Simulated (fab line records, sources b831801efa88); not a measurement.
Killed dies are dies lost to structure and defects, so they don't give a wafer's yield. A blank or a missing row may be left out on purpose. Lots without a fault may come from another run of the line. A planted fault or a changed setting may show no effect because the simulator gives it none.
Split-lot experiment | flow sky130 | 5 lots, 23 wafers read, on a route of 708 steps

THE SPLIT
At SKY_METAL5_METAL_ETCH_15 (etches the open film in Cl2/BCl3, stops on SiO2, target depth 1260 nm, time 252 s), the setting time_s was moved away from the recipe's 252 s on 7 of the 23 wafers read, by -12.5% to -4.8%. The other wafers ran this setting at the recipe's value.

The reading is taken at the split's own step.

THE READING
oes_product_au, in a.u., at SKY_METAL5_METAL_ETCH_15 (etches the open film in Cl2/BCl3, stops on SiO2, target depth 1260 nm, time 252 s). Fault-free wafers of this fab line usually give 0.894 a.u., standard deviation 0.0054 a.u..

wafer  | tool, chamber at the split | time_s as run, s | against the recipe | oes_product_au, a.u. | against lot-mates on the recipe
L074.1 | rie_metal-01, 1            | 252              | recipe             | 0.891                | -
L074.2 | rie_metal-01, 0            | 220.5            | -12.5%             | 0.974                | +0.081
L074.3 | rie_metal-01, 0            | 220.5            | -12.5%             | 0.970                | +0.077
L074.5 | rie_metal-01, 0            | 220.5            | -12.5%             | 0.972                | +0.079
L074.6 | rie_metal-01, 1            | 252              | recipe             | 0.896                | -
L079.2 | rie_metal-03, 0            | 252              | recipe             | 0.904                | -
L079.4 | rie_metal-03, 1            | 252              | recipe             | 0.895                | -
L079.5 | rie_metal-03, 0            | 252              | recipe             | 0.893                | -
L082.1 | rie_metal-02, 1            | 252              | recipe             | 0.898                | -
L082.2 | rie_metal-02, 0            | 252              | recipe             | 0.885                | -
L082.3 | rie_metal-02, 1            | 240              | -4.8%              | 0.924                | +0.030
L082.4 | rie_metal-02, 0            | 240              | -4.8%              | 0.918                | +0.024
L082.6 | rie_metal-02, 0            | 252              | recipe             | 0.898                | -
L081.1 | rie_metal-02, 1            | 236.8            | -6.0%              | 0.929                | +0.032
L081.2 | rie_metal-02, 0            | 252              | recipe             | 0.902                | -
L081.3 | rie_metal-02, 0            | 252              | recipe             | 0.892                | -
L081.4 | rie_metal-02, 1            | 252              | recipe             | 0.896                | -
L081.6 | rie_metal-02, 1            | 236.8            | -6.0%              | 0.916                | +0.019
L084.1 | rie_metal-03, 0            | 252              | recipe             | 0.890                | -
L084.2 | rie_metal-03, 1            | 252              | recipe             | 0.898                | -
L084.3 | rie_metal-03, 1            | 252              | recipe             | 0.897                | -
L084.4 | rie_metal-03, 0            | 252              | recipe             | 0.890                | -
L084.6 | rie_metal-03, 1            | 252              | recipe             | 0.891                | -

THE FIT
A straight line over all 23 wafers: oes_product_au changes by -0.006 a.u. for each +1% of time_s; r = -0.98; the points scatter about the line by 0.0055 a.u..
The same after taking each lot's own level away (the mean of its wafers on the recipe; 23 wafers): -0.00606 a.u. for each +1%; r = -0.98; scatter 0.0056 a.u..
On that fit, the largest move of time_s shifts the reading by 0.076 a.u..
The lots' own levels span 0.8932 to 0.8973 a.u., that is 0.8 times the standard deviation above.
So the lot-to-lot level changes the slope little: the two slopes agree.
Check: with one of the wafers moved furthest among these (-12.5%) left out of the fit, the line predicts +0.0731 a.u. for it against its lot-mates. It came out at +0.0805 a.u. against them.
Tool readings at the split's step, against how far the setting was moved: oes_product_au r = -0.98.

OTHER SPLITS ON THESE WAFERS
These wafers also went through other splits before the reading. Each is held against what the fit with the lots' levels taken away leaves over:
other split on the same wafers          | wafers away from the commonest value | r with oes_product_au (lot level and that fit taken away)
SKY_VIA3_ETCH_15 time_s                 | 4                                    | -0.07
SKY_METAL4_SPUTTER_03 power_w           | 6                                    | -0.32
SKY_VIA4_HDPCVD_00 sih4_flow_sccm       | 10                                   | -0.01
SKY_VIA4_SPUTTER_17 chamber_pressure_pa | 15                                   | -0.01
SKY_METAL5_SPUTTER_03 time_s            | 10                                   | +0.16
SKY_METAL5_SOFTBAKE_10 temp_c           | 11                                   | -0.36

THE WHOLE CHAIN: every reading that the file lists as answering this split, in the file's order
step                     | what it does                                                                      | reading                                                                           | change (the file's fit)                  | r (the file's)
SKY_METAL5_METAL_ETCH_15 | etches the open film in Cl2/BCl3, stops on SiO2, target depth 1260 nm, time 252 s | oes_product_au                                                                    | -0.0059 a.u. for each +1% of the setting | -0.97
SKY_METAL5_METAL_ETCH_15 | etches the open film in Cl2/BCl3, stops on SiO2, target depth 1260 nm, time 252 s | NOVOLAK_of_METAL5_COAT_09.thk_nm (the simulator's own value, which no gauge read) | -7.81 nm for each +1% of the setting     | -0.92
SKY_METAL5_STRIP_16      | strips in O2/N2                                                                   | strip_time_to_endpoint_s                                                          | withheld for each +1% of the setting     | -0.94

THE FILE'S OWN FIT
oes_product_au changes by -0.0059 a.u. for each +1% of time_s, r = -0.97.
